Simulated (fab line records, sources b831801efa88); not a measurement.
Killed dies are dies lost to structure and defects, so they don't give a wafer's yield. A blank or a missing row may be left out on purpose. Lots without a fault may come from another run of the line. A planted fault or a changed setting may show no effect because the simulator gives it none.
fab line records | flow sky130
record lots=14 wafers=42 last_day=49
route steps=708 shown VIA3@590 PAD_OPEN@708
lots that met no fault: from a run of the same line without faults
start_h: hours from the record's first day to the start of the lot's first wafer shown | wait_h: hours since the lot's step before | " the same as in the row above | L1.1+2: a row that stands for several wafers | - no value, or no start given | * or withheld: withheld | < > ~ a bound
route shown NAME@n: a module of which the file shows steps, and the number in the route of the first | usual: mean/standard deviation of fault-free wafers | same: alike in all rows | chamber/n: place in a boat | sites: the reading at each site | _std_site: their standard deviation | _edge_site: outer sites' mean less inner sites' | radius_mm: how far each site lies from the wafer's centre | mask NAME#n: copy n | behind: the tool/chamber that last shaped the wafer | hold: why the lot was held/for how many hours/how that ended | device: the transistor (n, p or np) that didn't switch | end of line: the same wafers' tests at the end of the route | a step without rows: its recipe alone | killed: dies lost to structure and defects at the first sort, not the wafer's yield | map: a wafer's dies, x killed, . not, _ none there
set.NAME: the setting as run; set.NAME@STEP: as run at that earlier step | model.NAME: the simulator's own value behind a step, which no gauge read
steps of the route over a sample of lots; a table a step, a row a wafer
services: from which hour (start_h, from the record's first day; less than 0 if before it) a tool's chamber was out of use, for how many hours, and why
## steps
# step SKY_VIA3_STRIP_17
# recipe chemistry=post_etch_residue_remover time_s=1200 temp_c=72.5
# usual bath_heat_duty_pct=14.5/1.9
# columns lot.wafer tool chamber start_h wait_h bath_heat_duty_pct
L772.1 wet_bench-03 0 918.71 0.1 16.2
L772.4 " 0 " " 16.8
L772.6 " 0 " " 17.3
L773.1 wet_bench-01 0 932.12 0.1 14.3
L773.3 " 0 " " 14.3
L773.4 " 0 " " 16.6
L774.2 wet_bench-03 3 946.03 0.1 13.5
L774.5 " 3 " " 12.6
L774.6 " 3 " " 13.6
L776.1 wet_bench-03 2 958.63 0.1 14.5
L776.3 " 2 " " 17.0
L776.5 " 2 " " 15.3
L775.1 wet_bench-03 0 960.16 0.1 16.1
L775.3 " 0 " " 17.0
L775.6 " 0 " " 16.2
L777.2 wet_bench-01 1 962.25 0.1 17.2
L777.3 " 1 " " 17.0
L777.4 " 1 " " 15.9
L779.2 wet_bench-01 0 978.55 0.1 14.3
L779.4 " 0 " " 14.9
L779.5 " 0 " " 15.2
L780.2 wet_bench-02 1 985.28 0.1 14.0
L780.4 " 1 " " 13.8
L780.6 " 1 " " 14.0
L781.3 wet_bench-01 2 991.66 0.0 11.4
L781.5 " 2 " " 12.1
L781.6 " 2 " " 12.6
L783.1 wet_bench-03 3 1011.63 0.1 13.6
L783.3 " 3 " " 14.2
L783.6 " 3 " " 14.0
L786.2 wet_bench-03 0 1026.45 0.1 17.4
L786.3 " 0 " " 16.9
L786.4 " 0 " " 16.2
L787.2 wet_bench-02 2 1027.93 0.1 13.8
L787.3 " 2 " " 14.5
L787.6 " 2 " " 14.9
L788.2 wet_bench-03 3 1036.03 0.1 14.2
L788.4 " 3 " " 13.3
L788.5 " 3 " " 12.4
L792.3 wet_bench-02 2 1064.58 0.0 12.8
L792.5 " 2 " " 13.8
L792.6 " 2 " " 15.3
# step SKY_PAD_OPEN_PROBE_99
# usual defect_limited_yield=82.4/1.9 killed_at_M0_to_M3=44/7.2 killed_at_M4_up=3.4/2.1 killed_at_contacts=24/5.5 killed_at_front_end=15/4.6 killed_at_other=0.4/0.64 killed_dies=86/9.1 killed_open=47/7.5 killed_short=39/5.8 sort_bin_3_pad_short=0.9/0.41 sort_bin_5_function=10.4/1.5 sort_bin_6_memory=6.3/1.2 sort_n_pass=406/9.1 sort_yield_pct=82.4/1.9
# same gross_dies=492 killed_at_back_side=0 sort_bin_4_leakage[%]=0 sort_bin_8_speed[%]=0
# columns lot.wafer tool chamber start_h wait_h hold defect_limited_yield[%] killed_at_M0_to_M3 killed_at_M4_up killed_at_contacts killed_at_front_end killed_at_other killed_dies killed_open killed_short sort_bin_3_pad_short[%] sort_bin_5_function[%] sort_bin_6_memory[%] sort_n_pass sort_yield_pct[%]
L772.1 prober-01 - 1066.41 0.1 - 83.3 46 1 17 18 0 82 50 32 0.6 11.0 5.1 410 83.3
L772.4 prober-01 - 1066.56 0.2 - 82.1 41 8 21 18 0 88 51 37 1.4 10.2 6.3 404 82.1
L772.6 prober-01 - 1066.66 0.2 - 81.1 47 4 23 18 1 93 54 39 0.4 11.6 6.9 399 81.1
L773.1 prober-02 - 1078.27 0.1 - 83.7 36 4 26 14 0 80 48 32 0.6 9.1 6.5 412 83.7
L773.3 prober-02 - 1078.37 0.2 - 79.7 48 3 23 25 1 100 53 46 1.0 13.4 5.9 392 79.7
L773.4 prober-02 - 1078.42 0.2 - 84.1 39 1 23 15 0 78 39 39 1.2 9.6 5.1 414 84.1
L774.2 prober-01 - 1089.73 0.1 - 82.9 43 5 24 12 0 84 49 35 0.8 10.8 5.5 408 82.9
L774.5 prober-01 - 1089.88 0.2 - 84.6 35 5 23 13 0 76 37 39 1.0 8.9 5.5 416 84.6
L774.6 prober-01 - 1089.93 0.2 - 80.7 49 4 29 13 0 95 53 42 0.8 11.8 6.7 397 80.7
L776.1 prober-02 - 1099.89 0.1 - 82.9 48 2 17 17 0 84 37 47 1.2 9.8 6.1 408 82.9
L776.3 prober-02 - 1099.99 0.2 - 80.7 49 4 18 24 0 95 54 39 0.4 11.4 7.5 397 80.7
L776.5 prober-02 - 1100.09 0.2 - 80.9 47 1 27 19 0 94 48 45 0.8 9.3 8.9 398 80.9
L775.1 prober-01 - 1101.01 0.1 - 82.7 32 0 35 18 0 85 46 39 1.2 8.1 7.9 407 82.7
L775.3 prober-01 - 1101.11 0.2 - 83.5 40 6 23 11 1 81 45 36 0.8 8.7 6.9 411 83.5
L775.6 prober-01 - 1101.26 0.2 - 84.3 33 9 23 12 0 77 39 38 1.4 8.9 5.3 415 84.3
L777.2 prober-02 - 1102.21 0.1 - 83.3 40 3 27 12 0 82 40 42 1.6 9.6 5.5 410 83.3
L777.3 prober-02 - 1102.26 0.2 - 80.5 49 2 29 15 1 96 59 37 1.4 11.8 6.3 396 80.5
L777.4 prober-02 - 1102.31 0.2 - 81.3 49 0 29 14 0 92 48 44 0.8 11.2 6.7 400 81.3
L779.2 prober-02 - 1116.87 0.1 - 83.9 39 3 20 17 0 79 41 38 1.6 9.3 5.1 413 83.9
L779.4 prober-02 - 1116.97 0.2 - 81.1 41 7 25 20 0 93 49 44 1.2 10.0 7.7 399 81.1
L779.5 prober-02 - 1117.02 0.2 - 81.9 37 6 29 16 1 89 48 41 0.6 12.6 4.9 403 81.9
L780.2 prober-01 - 1122.18 0.1 - 82.5 56 7 10 13 0 86 57 29 0.2 12.4 4.9 406 82.5
L780.4 prober-01 - 1122.28 0.2 - 83.1 35 0 32 15 1 83 41 42 0.4 10.4 6.1 409 83.1
L780.6 prober-01 - 1122.38 0.2 - 85.0 36 1 18 18 1 74 40 33 0.4 8.5 6.1 418 85.0
L781.3 prober-02 - 1128.86 0.2 - 78.0 46 6 37 19 0 108 60 48 2.0 11.2 8.7 384 78.0
L781.5 prober-02 - 1128.96 0.2 - 79.3 41 7 35 18 1 102 62 39 1.0 12.2 7.5 390 79.3
L781.6 prober-02 - 1129.01 0.2 - 80.9 60 2 21 9 2 94 54 39 1.2 10.6 7.3 398 80.9
L783.1 prober-02 - 1144.22 0.1 - 85.4 39 3 17 13 0 72 38 34 1.2 7.5 5.9 420 85.4
L783.3 prober-02 - 1144.32 0.2 - 83.9 45 2 23 8 1 79 45 34 0.6 11.2 4.3 413 83.9
L783.6 prober-02 - 1144.47 0.2 - 81.9 49 2 23 15 0 89 43 46 0.6 11.0 6.5 403 81.9
L787.2 prober-01 - 1155.66 0.1 - 84.6 36 4 21 14 1 76 41 35 0.4 11.4 3.7 416 84.6
L787.3 prober-01 - 1155.71 0.2 - 85.4 37 2 20 13 0 72 36 36 0.8 10.0 3.9 420 85.4
L787.6 prober-01 - 1155.86 0.2 - 81.7 32 7 21 30 0 90 47 43 0.6 9.6 8.1 402 81.7
L786.2 prober-02 - 1157.16 0.1 await_dispo/3.2h/release 78.3 76 2 19 10 0 107 32 34 1.6 13.6 6.5 385 78.3
L786.3 prober-02 - 1157.21 0.2 await_dispo/3.2h/release 71.3 92 7 22 19 1 141 48 50 2.0 17.9 8.7 351 71.3
L786.4 prober-02 - 1157.26 0.2 await_dispo/3.2h/release 74.8 87 5 23 9 0 124 54 27 1.8 17.1 6.3 368 74.8
L788.2 prober-01 - 1163.16 0.1 await_dispo/3.2h/release 75.2 79 6 22 14 1 122 53 41 1.2 16.1 7.5 370 75.2
L788.4 prober-01 - 1163.26 0.2 await_dispo/3.2h/release 78.9 75 2 22 5 0 104 42 35 1.8 12.8 6.5 388 78.9
L788.5 prober-01 - 1163.31 0.2 await_dispo/3.2h/release 81.1 66 3 9 15 0 93 29 32 1.8 12.8 4.3 399 81.1
L792.3 prober-01 - 1186.44 0.2 - 81.1 55 1 27 9 1 93 54 38 1.2 10.4 7.3 399 81.1
L792.5 prober-01 - 1186.54 0.2 - 85.4 33 2 26 11 0 72 39 33 1.0 8.5 5.1 420 85.4
L792.6 prober-01 - 1186.59 0.2 - 83.9 46 4 20 9 0 79 33 46 1.0 8.3 6.7 413 83.9
# killed by level:class
L772.1 VIA1:geometric_particle:open=16 FIELD_ISO:geometric_particle:open=9 VIA3:geometric_particle:open=8 FIELD_ISO:geometric_particle:short=7 CONTACT:geometric_particle:open=7 METAL1:geometric_particle:short=7 VIA2:geometric_particle:open=5 LI_CONTACT:geometric_particle:short=4
L772.4 VIA3:geometric_particle:open=10 VIA1:geometric_particle:open=8 CONTACT:geometric_particle:open=7 FIELD_ISO:geometric_particle:open=6 FIELD_ISO:geometric_particle:short=5 METAL2:geometric_particle:short=5 METAL4:geometric_particle:short=5 LOCAL_INTERCONNECT:geometric_particle:open=4
L772.6 LI_CONTACT:geometric_particle:open=9 VIA1:geometric_particle:open=8 METAL1:geometric_particle:short=7 VIA2:geometric_particle:open=7 CONTACT:geometric_particle:open=6 METAL2:geometric_particle:short=6 VIA3:geometric_particle:open=6 FIELD_ISO:geometric_particle:open=5
L773.1 LI_CONTACT:geometric_particle:open=11 VIA2:geometric_particle:open=8 VIA1:geometric_particle:open=7 CONTACT:geometric_particle:short=6 CONTACT:geometric_particle:open=5 VIA3:geometric_particle:open=5 FIELD_ISO:geometric_particle:short=4 POLY_GATE:geometric_particle:open=4
L773.3 VIA1:geometric_particle:open=10 VIA2:geometric_particle:open=8 VIA3:geometric_particle:open=8 CONTACT:geometric_particle:short=7 POLY_GATE:geometric_particle:short=6 POLY_GATE:geometric_particle:open=6 LI_CONTACT:geometric_particle:open=6 CONTACT:geometric_particle:open=6
L773.4 CONTACT:geometric_particle:open=9 LOCAL_INTERCONNECT:geometric_particle:short=7 VIA3:geometric_particle:open=6 METAL1:geometric_particle:short=6 METAL2:geometric_particle:short=5 VIA1:geometric_particle:open=5 VIA2:geometric_particle:open=5 VIA3:geometric_particle:short=5
L774.2 VIA1:geometric_particle:open=14 VIA3:geometric_particle:open=8 CONTACT:geometric_particle:open=6 VIA2:geometric_particle:open=6 VIA1:geometric_particle:short=5 METAL4:geometric_particle:short=5 VIA3:geometric_particle:short=5 FIELD_ISO:geometric_particle:open=4
L774.5 CONTACT:geometric_particle:open=9 VIA1:geometric_particle:open=8 METAL1:geometric_particle:short=8 VIA3:geometric_particle:open=6 POLY_GATE:geometric_particle:short=5 LI_CONTACT:geometric_particle:open=5 METAL2:geometric_particle:short=5 LOCAL_INTERCONNECT:geometric_particle:short=4
L774.6 VIA3:geometric_particle:open=12 LI_CONTACT:geometric_particle:open=11 CONTACT:geometric_particle:open=8 VIA1:geometric_particle:open=8 LOCAL_INTERCONNECT:geometric_particle:short=6 VIA1:geometric_particle:short=6 VIA2:geometric_particle:open=6 FIELD_ISO:geometric_particle:short=4
L776.1 METAL1:geometric_particle:short=12 VIA1:geometric_particle:open=7 VIA3:geometric_particle:open=6 FIELD_ISO:geometric_particle:short=5 LI_CONTACT:geometric_particle:open=5 CONTACT:geometric_particle:open=5 POLY_GATE:geometric_particle:short=4 VIA2:geometric_particle:short=4
L776.3 VIA1:geometric_particle:open=11 VIA3:geometric_particle:open=7 CONTACT:geometric_particle:open=6 VIA1:geometric_particle:short=6 FIELD_ISO:geometric_particle:open=5 POLY_GATE:geometric_particle:short=5 POLY_GATE:geometric_particle:open=5 LI_CONTACT:geometric_particle:open=5
L776.5 LI_CONTACT:geometric_particle:open=9 CONTACT:geometric_particle:open=8 VIA2:geometric_particle:open=8 METAL1:geometric_particle:short=7 VIA3:geometric_particle:open=7 VIA1:geometric_particle:short=6 VIA1:geometric_particle:open=6 FIELD_ISO:geometric_particle:short=5
L775.1 VIA1:geometric_particle:open=11 LOCAL_INTERCONNECT:geometric_particle:short=10 CONTACT:geometric_particle:open=9 LI_CONTACT:geometric_particle:open=8 POLY_GATE:geometric_particle:open=5 METAL1:geometric_particle:short=5 POLY_GATE:geometric_particle:short=4 VIA1:geometric_particle:short=4
L775.3 LI_CONTACT:geometric_particle:open=10 VIA1:geometric_particle:open=10 VIA2:geometric_particle:open=7 CONTACT:geometric_particle:open=6 METAL1:geometric_particle:short=6 METAL4:geometric_particle:short=5 POLY_GATE:geometric_particle:short=4 VIA1:geometric_particle:short=4
L775.6 VIA1:geometric_particle:open=9 LI_CONTACT:geometric_particle:open=8 METAL2:geometric_particle:short=6 METAL4:geometric_particle:short=6 POLY_GATE:geometric_particle:short=5 VIA3:geometric_particle:open=5 CONTACT:geometric_particle:short=4 CONTACT:geometric_particle:open=4
L777.2 VIA3:geometric_particle:open=10 LI_CONTACT:geometric_particle:open=8 METAL2:geometric_particle:short=8 POLY_GATE:geometric_particle:short=7 CONTACT:geometric_particle:open=7 METAL1:geometric_particle:short=6 LOCAL_INTERCONNECT:geometric_particle:short=4 CONTACT:geometric_particle:short=4
L777.3 CONTACT:geometric_particle:open=13 VIA1:geometric_particle:open=13 LI_CONTACT:geometric_particle:open=7 VIA3:geometric_particle:open=7 VIA2:geometric_particle:open=7 POLY_GATE:geometric_particle:open=5 METAL1:geometric_particle:short=5 VIA1:geometric_particle:short=5
L777.4 CONTACT:geometric_particle:open=12 VIA1:geometric_particle:open=11 VIA3:geometric_particle:open=7 LI_CONTACT:geometric_particle:short=7 METAL2:geometric_particle:short=6 CONTACT:geometric_particle:short=6 FIELD_ISO:geometric_particle:short=4 VIA3:geometric_particle:short=4
L779.2 CONTACT:geometric_particle:open=8 VIA2:geometric_particle:open=7 VIA1:geometric_particle:open=6 METAL3:geometric_particle:short=6 POLY_GATE:geometric_particle:open=5 LI_CONTACT:geometric_particle:open=5 VIA1:geometric_particle:short=5 LOCAL_INTERCONNECT:geometric_particle:short=4
L779.4 VIA1:geometric_particle:open=15 CONTACT:geometric_particle:open=8 METAL2:geometric_particle:short=6 FIELD_ISO:geometric_particle:open=5 CONTACT:geometric_particle:short=5 LOCAL_INTERCONNECT:geometric_particle:short=5 METAL4:geometric_particle:short=5 METAL1:geometric_particle:short=4
L779.5 CONTACT:geometric_particle:open=15 VIA1:geometric_particle:open=9 POLY_GATE:geometric_particle:open=6 METAL1:geometric_particle:short=6 METAL4:geometric_particle:short=6 LI_CONTACT:geometric_particle:open=5 LOCAL_INTERCONNECT:geometric_particle:short=5 FIELD_ISO:geometric_particle:short=4
L780.2 VIA1:geometric_particle:open=13 VIA2:geometric_particle:open=9 FIELD_ISO:geometric_particle:open=8 VIA3:geometric_particle:open=8 METAL2:geometric_particle:short=6 CONTACT:geometric_particle:open=5 VIA2:geometric_particle:short=4 METAL3:geometric_particle:short=4
L780.4 CONTACT:geometric_particle:open=9 VIA3:geometric_particle:open=7 LI_CONTACT:geometric_particle:short=6 FIELD_ISO:geometric_particle:open=5 LOCAL_INTERCONNECT:geometric_particle:short=5 CONTACT:geometric_particle:short=5 METAL1:geometric_particle:short=5 METAL2:geometric_particle:short=5
L780.6 VIA1:geometric_particle:open=9 METAL2:geometric_particle:short=7 CONTACT:geometric_particle:open=6 LI_CONTACT:geometric_particle:open=5 METAL1:geometric_particle:short=5 VIA3:geometric_particle:open=5 FIELD_ISO:geometric_particle:short=4 FIELD_ISO:geometric_particle:open=4
L781.3 VIA1:geometric_particle:open=17 CONTACT:geometric_particle:open=16 CONTACT:geometric_particle:short=9 VIA1:geometric_particle:short=8 VIA2:geometric_particle:open=6 POLY_GATE:geometric_particle:short=5 LOCAL_INTERCONNECT:geometric_particle:short=5 VIA3:geometric_particle:open=4
L781.5 CONTACT:geometric_particle:open=17 VIA1:geometric_particle:open=14 VIA3:geometric_particle:open=10 CONTACT:geometric_particle:short=9 SPACER:geometric_particle:open=6 METAL4:geometric_particle:short=6 LOCAL_INTERCONNECT:geometric_particle:short=5 VIA3:geometric_particle:short=4
L781.6 VIA1:geometric_particle:open=17 VIA3:geometric_particle:short=8 VIA3:geometric_particle:open=7 LI_CONTACT:geometric_particle:open=7 CONTACT:geometric_particle:open=7 VIA1:geometric_particle:short=6 METAL2:geometric_particle:short=5 VIA2:geometric_particle:open=4
L783.1 VIA3:geometric_particle:open=9 LI_CONTACT:geometric_particle:open=6 CONTACT:geometric_particle:short=6 VIA1:geometric_particle:open=5 VIA2:geometric_particle:open=5 POLY_GATE:geometric_particle:short=4 METAL1:geometric_particle:short=4 POLY_GATE:geometric_particle:open=3
L783.3 VIA1:geometric_particle:open=13 LI_CONTACT:geometric_particle:open=8 VIA3:geometric_particle:open=6 CONTACT:geometric_particle:open=6 METAL1:geometric_particle:short=6 FIELD_ISO:geometric_particle:short=4 VIA1:geometric_particle:short=4 METAL2:geometric_particle:short=4
L783.6 VIA1:geometric_particle:open=12 METAL1:geometric_particle:short=9 LI_CONTACT:geometric_particle:open=8 VIA2:geometric_particle:open=8 FIELD_ISO:geometric_particle:open=5 LI_CONTACT:geometric_particle:short=5 VIA1:geometric_particle:short=4 LOCAL_INTERCONNECT:geometric_particle:short=4
L787.2 CONTACT:geometric_particle:open=9 VIA3:geometric_particle:short=6 POLY_GATE:geometric_particle:open=5 CONTACT:geometric_particle:short=5 VIA3:geometric_particle:open=5 VIA1:geometric_particle:short=4 METAL2:geometric_particle:short=4 METAL1:geometric_particle:short=3
L787.3 METAL1:geometric_particle:short=9 VIA1:geometric_particle:open=8 LI_CONTACT:geometric_particle:open=7 CONTACT:geometric_particle:open=6 VIA1:geometric_particle:short=5 POLY_GATE:geometric_particle:short=4 VIA2:geometric_particle:open=4 POLY_GATE:geometric_particle:open=3
L787.6 VIA1:geometric_particle:open=9 LI_CONTACT:geometric_particle:open=7 CONTACT:geometric_particle:short=7 CONTACT:geometric_particle:open=7 FIELD_ISO:geometric_particle:open=6 FIELD_ISO:geometric_particle:short=6 POLY_GATE:geometric_particle:short=6 POLY_GATE:geometric_particle:open=5
L786.2 VIA3:unspecified=41 VIA1:geometric_particle:open=9 LI_CONTACT:geometric_particle:open=6 VIA1:geometric_particle:short=6 CONTACT:geometric_particle:short=5 CONTACT:geometric_particle:open=5 VIA2:geometric_particle:open=5 METAL2:geometric_particle:short=4
L786.3 VIA3:unspecified=43 VIA2:geometric_particle:open=11 CONTACT:geometric_particle:open=8 METAL3:geometric_particle:short=7 VIA1:geometric_particle:open=6 METAL4:geometric_particle:short=6 FIELD_ISO:geometric_particle:short=5 LI_CONTACT:geometric_particle:open=5
L786.4 VIA3:unspecified=43 CONTACT:geometric_particle:open=11 VIA1:geometric_particle:open=10 VIA3:geometric_particle:open=8 VIA2:geometric_particle:open=5 VIA1:geometric_particle:short=4 POLY_GATE:geometric_particle:open=4 LI_CONTACT:geometric_particle:open=4
L788.2 VIA3:unspecified=28 VIA1:geometric_particle:open=15 LI_CONTACT:geometric_particle:open=10 VIA2:geometric_particle:open=6 METAL4:geometric_particle:short=6 VIA3:geometric_particle:open=5 METAL1:geometric_particle:short=5 METAL2:geometric_particle:short=5
L788.4 VIA3:unspecified=27 VIA1:geometric_particle:open=11 METAL2:geometric_particle:short=9 CONTACT:geometric_particle:open=8 VIA3:geometric_particle:open=7 METAL1:geometric_particle:short=6 LI_CONTACT:geometric_particle:open=5 LOCAL_INTERCONNECT:geometric_particle:short=5
L788.5 VIA3:unspecified=31 VIA2:geometric_particle:open=6 VIA1:geometric_particle:short=6 CONTACT:geometric_particle:open=5 VIA1:geometric_particle:open=5 FIELD_ISO:geometric_particle:short=4 POLY_GATE:geometric_particle:short=4 VIA3:geometric_particle:open=4
L792.3 VIA1:geometric_particle:open=15 CONTACT:geometric_particle:open=10 VIA3:geometric_particle:open=8 VIA2:geometric_particle:open=7 LI_CONTACT:geometric_particle:open=6 METAL2:geometric_particle:short=6 VIA3:geometric_particle:short=5 LOCAL_INTERCONNECT:geometric_particle:short=5
L792.5 CONTACT:geometric_particle:open=10 LI_CONTACT:geometric_particle:open=6 VIA1:geometric_particle:open=5 METAL2:geometric_particle:short=5 POLY_GATE:geometric_particle:open=4 METAL1:geometric_particle:short=4 VIA2:geometric_particle:open=4 VIA3:geometric_particle:short=4
L792.6 LI_CONTACT:geometric_particle:open=8 VIA1:geometric_particle:open=8 VIA1:geometric_particle:short=7 METAL2:geometric_particle:short=7 VIA2:geometric_particle:short=6 METAL3:geometric_particle:short=4 VIA3:geometric_particle:open=4 METAL4:geometric_particle:short=4
## services
# columns tool chamber start_h hours kind
wet_bench-01 - 1007.63 1.9 pm
## key
first_sign step=SKY_PAD_OPEN_PROBE_99 reading=killed_at_M0_to_M3 direction=up sigmas=5 usual=44 struck=79
effect step=SKY_PAD_OPEN_PROBE_99 reading=defect_limited_yield direction=down sigmas=3.1 usual=82.4 struck=76.6
met_at SKY_VIA3_STRIP_17
struck_lots L786,L788
onset_between 1011.63 1026.45
fault kind=chamber_particle_source tool=wet_bench-03 chamber=- onset_h=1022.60 steps=SKY_VIA3_STRIP_17 rate_per_visit_cm2=0.43292 end_h=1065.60
